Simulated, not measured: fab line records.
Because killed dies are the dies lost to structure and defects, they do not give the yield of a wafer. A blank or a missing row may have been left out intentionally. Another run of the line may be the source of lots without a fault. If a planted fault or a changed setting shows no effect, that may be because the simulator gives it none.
fab line records | flow sky130
record: lots: 11 wafers: 33 last_day: 50
route steps=708 shown LOCAL_INTERCONNECT@399 CONTACT@409 PAD_OPEN@708
lots that met no fault: from a run of the same line without faults
start_h: the number of hours between the record's first day and the start of the first shown wafer of the lot | wait_h: hours from the lot's prior step to this one | " repeats the value in the row above | L1.1+2: a row that stands for several wafers | - either no value or no given start | * or withheld: withheld | < > ~ a bound
route shown NAME@n: NAME is a module with steps in the file, n the number in the route of the first one | usual: mean/standard deviation of fault-free wafers | same: alike in all rows | chamber/n: place in a boat | sites: readings site by site | _std_site: standard deviation of those values | _edge_site: outer sites' mean less inner sites' | radius_mm: for every site, how far away it sits from the centre of the wafer | mask NAME#n: copy n | behind: tool/chamber where the wafer was last shaped | hold: why the lot was held/for how many hours/how that ended | device: transistor that didn't switch, given as n, p or np | end of line: the same wafers' tests at the end of the route | for a step that has no rows: nothing shown but its recipe | killed: count of dies lost to structure and defects at first sort (not the wafer's yield) | map: the dies of a wafer, with x for killed, . for not killed, _ for no die there
set.NAME: the setting that was run; set.NAME@STEP: the one run at that earlier step | model.NAME: the simulator's own value behind a step, which no gauge read
the route's steps for a sample of lots (tables are steps, rows are wafers)
services: from which hour (start_h, from the record's first day; less than 0 if before it) a tool's chamber was out of use, for how many hours, and why
== steps ==
step: SKY_LOCAL_INTERCONNECT_OVL_MEAS_12
usual: LOCAL_INTERCONNECT_OVL: 2/5.8
columns lot.wafer tool chamber start_h wait_h LOCAL_INTERCONNECT_OVL[nm]
L703.3 overlay-02 - 704.34 0.1 2
L703.5 " - " " 1
L703.6 " - " " 9
L708.2 overlay-01 - 763.84 0.1 -3
L708.3 " - " " 0
L708.5 " - " " -5
L711.2 overlay-01 - 772.54 0.1 4
L711.3 " - " " 8
L711.6 " - " " 12
L713.2 overlay-01 - 798.92 0.1 -3
L713.3 " - " " -4
L713.6 " - " " 0
L718.2 overlay-01 - 826.17 0.1 11
L718.3 " - " " 4
L718.5 " - " " 2
L719.1 overlay-01 - 831.76 0.1 -2
L719.2 " - " " -2
L719.4 " - " " -2
L720.1 overlay-01 - 837.91 0.1 14
L720.2 " - " " 7
L720.4 " - " " 8
L721.1 overlay-02 - 847.51 0.1 5
L721.2 " - " " 4
L721.6 " - " " 5
L724.1 overlay-01 - 864.43 0.1 2
L724.2 " - " " 1
L724.5 " - " " -2
L725.2 overlay-01 - 887.71 0.1 -6
L725.5 " - " " -2
L725.6 " - " " -1
L726.1 overlay-02 - 888.77 0.1 -10
L726.2 " - " " -5
L726.6 " - " " -5
step: SKY_CONTACT_THK_MEAS_03
recipe: reads: SiO2_of_CONTACT_HDPCVD_02
usual: CONTACT_HDPCVD_THK: 568/7.4
columns lot.wafer tool chamber start_h wait_h CONTACT_HDPCVD_THK[nm]
L703.3 film_metro-04 - 705.32 0.1 572
L703.5 " - " " 564
L703.6 " - " " 567
L708.2 film_metro-01 - 764.79 0.0 564
L708.3 " - " " 563
L708.5 " - " " 571
L711.2 film_metro-04 - 773.49 0.0 579
L711.3 " - " " 569
L711.6 " - " " 578
L713.2 film_metro-03 - 800.05 0.1 565
L713.3 " - " " 573
L713.6 " - " " 569
L718.2 film_metro-03 - 827.20 0.0 566
L718.3 " - " " 566
L718.5 " - " " 568
L719.1 film_metro-01 - 833.08 0.0 578
L719.2 " - " " 577
L719.4 " - " " 564
L720.1 film_metro-01 - 838.84 0.0 560
L720.2 " - " " 559
L720.4 " - " " 559
L721.1 film_metro-03 - 848.54 0.0 553
L721.2 " - " " 553
L721.6 " - " " 567
L724.1 film_metro-01 - 865.38 0.0 567
L724.2 " - " " 567
L724.5 " - " " 565
L725.2 film_metro-03 - 888.80 0.0 562
L725.5 " - " " 562
L725.6 " - " " 561
L726.1 film_metro-03 - 889.69 0.0 560
L726.2 " - " " 572
L726.6 " - " " 561
step: SKY_CONTACT_ETCH_16
recipe: chemistry: N2/H2 target: BARC ion_energy_ev: 200 source_w: 500 bias_w: 100 pressure_mtorr: 30 n2_flow_sccm: 100 h2_flow_sccm: 200 stop_on: SiO2 time_s: 45.9 target_depth_a: 600
usual: chamber_pressure_mTorr: 29.997/0.028 drypump_motor_current_A: 5.9/0.37 h2_flow_sccm: 200.0/0.62 oes_product_au: 0.854/0.0047 throttle_valve_pct: 13.225/0.0084
columns lot.wafer tool chamber start_h wait_h chamber_pressure_mTorr drypump_motor_current_A h2_flow_sccm oes_product_au rf_hours_counter_h throttle_valve_pct
L703.3 rie_diel-03 1 732.27 0.0 30.009 6.0 199.8 0.856 8 13.226
L703.5 " 0 " " 29.993 6.2 199.6 0.856 - 13.221
L703.6 " 1 " " 29.995 6.0 200.1 0.853 - 13.219
L708.2 rie_diel-01 0 792.47 0.0 29.984 5.7 199.7 0.849 13 13.215
L708.3 " 3 " " 29.955 5.3 199.4 0.851 8 13.209
L708.5 " 0 " " 30.022 5.7 200.6 0.851 - 13.224
L711.2 rie_diel-03 2 800.82 0.0 29.990 5.5 199.9 0.847 14 13.218
L711.3 " 0 " " 30.014 6.2 199.9 0.853 10 13.227
L711.6 " 2 " " 29.999 5.6 199.9 0.850 - 13.226
L713.2 rie_diel-04 1 826.55 0.0 29.949 5.5 200.4 0.846 4 13.218
L713.3 " 3 " " 29.998 6.3 200.2 0.860 9 13.224
L713.6 " 3 " " 29.972 6.3 199.7 0.851 - 13.229
L718.2 rie_diel-01 3 854.57 0.0 29.998 5.3 200.3 0.859 10 13.226
L718.3 " 2 " " 30.030 6.0 199.2 0.856 21 13.228
L718.5 " 0 " " 30.018 5.6 200.2 0.858 - 13.233
L719.1 rie_diel-03 2 860.05 0.0 29.973 5.6 199.8 0.853 15 13.221
L719.2 " 0 " " 29.987 6.2 200.2 0.860 12 13.229
L719.4 " 3 " " 30.025 6.5 199.2 0.851 2 13.228
L720.1 rie_diel-04 0 865.77 0.0 30.011 6.3 200.3 0.847 16 13.217
L720.2 " 3 " " 29.980 6.3 199.0 0.860 10 13.234
L720.4 " 1 " " 30.015 5.5 200.4 0.848 5 13.224
L721.1 rie_diel-03 1 875.35 0.0 29.975 6.0 199.4 0.862 13 13.216
L721.2 " 3 " " 30.013 6.5 200.6 0.855 2 13.224
L721.6 " 3 " " 29.982 6.5 200.0 0.851 - 13.221
L724.1 rie_diel-03 0 890.92 0.0 29.953 6.2 199.2 0.846 13 13.232
L724.2 " 1 " " 29.939 6.0 200.1 0.855 13 13.231
L724.5 " 2 " " 30.016 5.6 200.4 0.847 - 13.223
L725.2 rie_diel-01 2 914.60 0.0 30.013 6.0 199.7 0.856 23 13.227
L725.5 " 3 " " 29.986 5.3 198.6 0.853 - 13.222
L725.6 " 2 " " 29.980 6.0 198.8 0.852 - 13.237
L726.1 rie_diel-03 1 915.25 0.0 30.018 6.0 199.7 0.857 14 13.241
L726.2 " 0 " " 29.966 6.2 199.9 0.860 14 13.239
L726.6 " 2 " " 29.975 5.6 200.7 0.846 - 13.240
step: SKY_CONTACT_CVD_24
recipe: material: W target_thk_nm: 340 time_s: 102.12 temp_c: 400 pressure_torr: 40
usual: chamber_pressure_Torr: 40.01/0.083 heater_power_outer_w: 481/49 heater_power_w: 791/100
columns lot.wafer tool chamber start_h wait_h chamber_pressure_Torr heater_power_outer_w heater_power_w
L703.3 cvd_w-01 1 733.14 0.1 39.93 554 973
L703.5 " 0 " " 40.01 491 733
L703.6 " 1 " " 39.92 564 971
L708.2 cvd_w-02 0 793.25 0.0 39.94 434 725
L708.3 " 0 " " 39.98 433 710
L708.5 " 1 " " 39.90 454 761
L711.2 cvd_w-01 1 801.69 0.0 39.93 548 959
L711.3 " 0 " " 40.03 486 750
L711.6 " 1 " " 39.97 556 966
L713.2 cvd_w-01 0 827.34 0.0 40.07 484 762
L713.3 " 0 " " 40.02 493 747
L713.6 " 1 " " 39.97 561 948
L718.2 cvd_w-02 0 855.36 0.0 - - -
L718.3 " 1 " " - - -
L718.5 " 1 " " - - -
L719.1 cvd_w-02 0 860.87 0.0 - - -
L719.2 " 1 " " - - -
L719.4 " 1 " " - - -
L720.1 cvd_w-01 1 866.56 0.0 - - -
L720.2 " 0 " " - - -
L720.4 " 0 " " - - -
L721.1 cvd_w-01 1 876.14 0.0 39.99 575 998
L721.2 " 0 " " 40.20 485 757
L721.6 " 1 " " 39.99 560 980
L724.1 cvd_w-01 1 891.81 0.0 40.00 557 977
L724.2 " 0 " " 40.09 484 741
L724.5 " 0 " " 40.00 499 756
L725.2 cvd_w-02 1 915.39 0.0 40.05 434 749
L725.5 " 1 " " 40.04 446 745
L725.6 " 0 " " 39.96 441 715
L726.1 cvd_w-02 0 916.06 0.0 39.91 431 723
L726.2 " 1 " " 39.99 444 763
L726.6 " 1 " " 40.04 449 745
step: SKY_CONTACT_RS_MEAS_25
recipe: thk_meas_gauge: four-point-probe reads: W_of_CONTACT_CVD_24+TiN_of_CONTACT_SPUTTER_23
usual: CONTACT_W_RS: 0.339/0.0045
columns lot.wafer tool chamber start_h wait_h CONTACT_W_RS[ohm/sq]
L703.3 film_metro-04 - 733.26 0.1 0.339
L703.5 " - " " 0.335
L703.6 " - " " 0.336
L708.2 film_metro-03 - 793.38 0.1 0.337
L708.3 " - " " 0.338
L708.5 " - " " 0.348
L711.2 film_metro-04 - 801.82 0.1 0.341
L711.3 " - " " 0.340
L711.6 " - " " 0.340
L713.2 film_metro-04 - 827.47 0.1 0.339
L713.3 " - " " 0.338
L713.6 " - " " 0.345
L718.2 film_metro-04 - 855.49 0.1 58.225
L718.3 " - " " 57.546
L718.5 " - " " 57.853
L719.1 film_metro-04 - 860.98 0.1 59.743
L719.2 " - " " 60.765
L719.4 " - " " 58.828
L720.1 film_metro-03 - 866.67 0.1 57.730
L720.2 " - " " 56.403
L720.4 " - " " 58.284
L721.1 film_metro-01 - 876.25 0.1 0.327
L721.2 " - " " 0.331
L721.6 " - " " 0.334
L724.1 film_metro-03 - 891.92 0.1 0.337
L724.2 " - " " 0.333
L724.5 " - " " 0.333
L725.2 film_metro-03 - 915.52 0.1 0.337
L725.5 " - " " 0.338
L725.6 " - " " 0.338
L726.1 film_metro-04 - 916.17 0.1 0.341
L726.2 " - " " 0.343
L726.6 " - " " 0.346
step: SKY_CONTACT_THK_MEAS_26
recipe: thk_meas_gauge: xrf reads: W_of_CONTACT_CVD_24
usual: CONTACT_W_THK: 333/4.7
columns lot.wafer tool chamber start_h wait_h CONTACT_W_THK[nm]
L703.3 film_metro-04 - 733.36 0.1 331
L703.5 " - " " 335
L703.6 " - " " 335
L708.2 film_metro-03 - 793.49 0.1 338
L708.3 " - " " 337
L708.5 " - " " 327
L711.2 film_metro-04 - 801.93 0.1 332
L711.3 " - " " 335
L711.6 " - " " 333
L713.2 film_metro-04 - 827.58 0.1 330
L713.3 " - " " 331
L713.6 " - " " 327
L718.2 film_metro-04 - 855.60 0.1 <0
L718.3 " - " " <0
L718.5 " - " " <0
L719.1 film_metro-04 - 861.10 0.1 <0
L719.2 " - " " <0
L719.4 " - " " <0
L720.1 film_metro-03 - 866.79 0.1 -
L720.2 " - " " -
L720.4 " - " " -
L721.1 film_metro-01 - 876.37 0.1 346
L721.2 " - " " 344
L721.6 " - " " 339
L724.1 film_metro-03 - 892.04 0.1 333
L724.2 " - " " 337
L724.5 " - " " 337
L725.2 film_metro-03 - 915.63 0.1 336
L725.5 " - " " 331
L725.6 " - " " 334
L726.1 film_metro-04 - 916.29 0.1 334
L726.2 " - " " 331
L726.6 " - " " 328
step: SKY_PAD_OPEN_PROBE_99
usual: killed_at_M0_to_M3: 44/7.1 killed_at_M4_up: 3.5/2 killed_at_contacts: 24/5.3 killed_at_front_end: 15/4.8 killed_at_other: 0.1/0.35 killed_dies: 86/9.3 killed_on_rim: 17/4 killed_open: 47/7.8 killed_short: 39/5.9
same: gross_dies: 492 killed_at_back_side: 0
columns lot.wafer tool chamber start_h wait_h killed_at_M0_to_M3 killed_at_M4_up killed_at_contacts killed_at_front_end killed_at_other killed_dies killed_on_rim killed_open killed_short
L708.2 prober-02 - 1119.43 0.1 41 0 25 15 0 81 13 47 34
L708.3 prober-02 - 1119.48 0.2 44 5 21 14 0 84 19 48 36
L708.5 prober-02 - 1119.58 0.2 52 2 28 14 0 96 17 56 40
L718.2 prober-01 - 1162.59 0.1 49 2 412 29 0 492 96 47 50
L718.3 prober-01 - 1162.64 0.2 54 1 414 23 0 492 96 57 44
L718.5 prober-01 - 1162.74 0.2 39 7 423 23 0 492 96 52 38
L719.1 prober-02 - 1169.71 0.1 39 3 439 11 0 492 96 48 33
L719.2 prober-02 - 1169.76 0.1 42 4 433 13 0 492 96 42 40
L719.4 prober-02 - 1169.86 0.2 41 5 430 15 1 492 96 41 42
L720.1 prober-01 - 1174.43 0.1 39 2 438 13 0 492 96 40 36
L720.2 prober-01 - 1174.48 0.1 33 2 441 16 0 492 96 39 38
L720.4 prober-01 - 1174.58 0.2 39 5 431 17 0 492 96 50 41
killed by level:class
L708.2 VIA2:geometric_particle:open=10 CONTACT:geometric_particle:open=9 VIA1:geometric_particle:open=7 VIA3:geometric_particle:open=7 FIELD_ISO:geometric_particle:short=6 LOCAL_INTERCONNECT:geometric_particle:short=6 LI_CONTACT:geometric_particle:open=5 VIA1:geometric_particle:short=5
L708.3 VIA2:geometric_particle:open=14 VIA3:geometric_particle:open=7 CONTACT:geometric_particle:open=6 METAL2:geometric_particle:short=6 LI_CONTACT:geometric_particle:short=4 LOCAL_INTERCONNECT:geometric_particle:short=4 METAL1:geometric_particle:short=4 FIELD_ISO:geometric_particle:short=3
L708.5 VIA1:geometric_particle:open=17 LI_CONTACT:geometric_particle:open=10 VIA2:geometric_particle:open=9 FIELD_ISO:geometric_particle:open=6 CONTACT:geometric_particle:open=6 LOCAL_INTERCONNECT:geometric_particle:short=5 METAL1:geometric_particle:short=5 VIA1:geometric_particle:short=5
L718.2 CONTACT:area_cvd=395 VIA1:geometric_particle:open=9 POLY_GATE:geometric_particle:short=8 METAL1:geometric_particle:short=8 CONTACT:geometric_particle:open=6 FIELD_ISO:geometric_particle:short=5 FIELD_ISO:geometric_particle:open=5 LI_CONTACT:geometric_particle:open=5
L718.3 CONTACT:area_cvd=391 VIA1:geometric_particle:open=13 METAL2:geometric_particle:short=12 CONTACT:geometric_particle:open=10 LI_CONTACT:geometric_particle:open=7 POLY_GATE:geometric_particle:open=6 VIA3:geometric_particle:open=6 FIELD_ISO:geometric_particle:short=5
L718.5 CONTACT:area_cvd=402 VIA1:geometric_particle:open=14 LI_CONTACT:geometric_particle:open=8 VIA3:geometric_particle:open=7 FIELD_ISO:geometric_particle:short=6 POLY_GATE:geometric_particle:open=5 LOCAL_INTERCONNECT:geometric_particle:short=5 METAL1:geometric_particle:short=5
L719.1 CONTACT:area_cvd=411 CONTACT:geometric_particle:open=10 VIA2:geometric_particle:open=10 LI_CONTACT:geometric_particle:open=9 METAL1:geometric_particle:short=6 VIA1:geometric_particle:open=5 FIELD_ISO:geometric_particle:open=4 CONTACT:geometric_particle:short=4
L719.2 CONTACT:area_cvd=410 METAL1:geometric_particle:short=11 CONTACT:geometric_particle:open=8 LI_CONTACT:geometric_particle:open=7 METAL2:geometric_particle:short=5 VIA2:geometric_particle:open=5 VIA3:geometric_particle:open=5 CONTACT:geometric_particle:short=4
L719.4 CONTACT:area_cvd=409 CONTACT:geometric_particle:open=10 VIA3:geometric_particle:open=9 METAL2:geometric_particle:short=7 VIA1:geometric_particle:open=6 VIA1:geometric_particle:short=5 LI_CONTACT:geometric_particle:open=4 LOCAL_INTERCONNECT:geometric_particle:short=4
L720.1 CONTACT:area_cvd=416 LI_CONTACT:geometric_particle:open=8 VIA1:geometric_particle:short=8 VIA3:geometric_particle:open=7 VIA1:geometric_particle:open=6 VIA2:geometric_particle:open=6 CONTACT:geometric_particle:open=5 FIELD_ISO:geometric_particle:short=4
L720.2 CONTACT:area_cvd=415 LI_CONTACT:geometric_particle:open=8 CONTACT:geometric_particle:open=8 VIA1:geometric_particle:open=8 METAL2:geometric_particle:short=8 VIA2:geometric_particle:open=7 FIELD_ISO:geometric_particle:short=5 POLY_GATE:geometric_particle:short=5
L720.4 CONTACT:area_cvd=401 CONTACT:geometric_particle:open=11 VIA3:geometric_particle:open=9 VIA1:geometric_particle:open=9 FIELD_ISO:geometric_particle:open=6 LI_CONTACT:geometric_particle:open=6 METAL1:geometric_particle:short=6 FIELD_ISO:geometric_particle:short=5
== services ==
columns tool chamber start_h hours kind
rie_diel-01 3 734.48 14.8 repair
cvd_w-01 - 753.15 0.8 repair
rie_diel-01 2 761.15 9.4 repair
rie_diel-03 2 765.72 4.8 repair
rie_diel-04 - 780.45 1.3 repair
rie_diel-03 3 782.85 - clean
rie_diel-03 3 782.85 21.5 scheduled_down
rie_diel-03 3 782.85 21.5 vent_cycle
rie_diel-04 0 811.74 2.6 repair
cvd_w-01 1 829.81 10.7 repair
rie_diel-01 1 844.76 7.1 repair
rie_diel-04 - 856.70 0.6 repair
cvd_w-01 - 904.00 14.0 pm
cvd_w-01 0 904.00 14.0 vent_cycle
cvd_w-01 1 904.00 14.0 vent_cycle
rie_diel-04 3 904.07 4.5 repair
== key ==
first_sign: step: SKY_CONTACT_CVD_24 reading: tool_record direction: missing
effect: step: SKY_CONTACT_RS_MEAS_25 reading: CONTACT_W_RS direction: up sigmas: 99+ usual: 0.339 struck: 58.375
effect: step: SKY_CONTACT_THK_MEAS_26 reading: CONTACT_W_THK direction: down sigmas: 71 usual: 333 struck: <0
effect: step: SKY_PAD_OPEN_PROBE_99 reading: killed_at_contacts direction: up sigmas: 76 usual: 24 struck: 429
more_kills_born_at: SKY_CONTACT_CVD_24@cvd_w-02: 2413 SKY_CONTACT_CVD_24@cvd_w-01: 1222
met_at SKY_CONTACT_CVD_24
struck_lots L718,L719,L720
later_rows_left_out L718.2,L718.3,L718.5,L719.1,L719.2,L719.4,L720.1,L720.2,L720.4
tester_left_out L718,L719,L720
not_acting_at SKY_LOCAL_INTERCONNECT_OVL_MEAS_12,SKY_CONTACT_THK_MEAS_03,SKY_CONTACT_ETCH_16
onset_between 827.34 855.36
fault: kind: skipped_step_whole tool: cvd_w-01,cvd_w-02 chamber: - onset_h: 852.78 steps: SKY_CONTACT_CVD_24 scope: struck_lots_only
tester_left_out: of these lots the tester's yield and bins aren't shown, on N5 and GAA mostly nor the transistor test; their killed dies are dies lost to structure and defects alone, not to doping, threshold or leakage, so they don't give the yield
later_rows_left_out: the simulator's readings of these wafers behind a module that went badly wrong aren't trusted and aren't shown, but for the sort
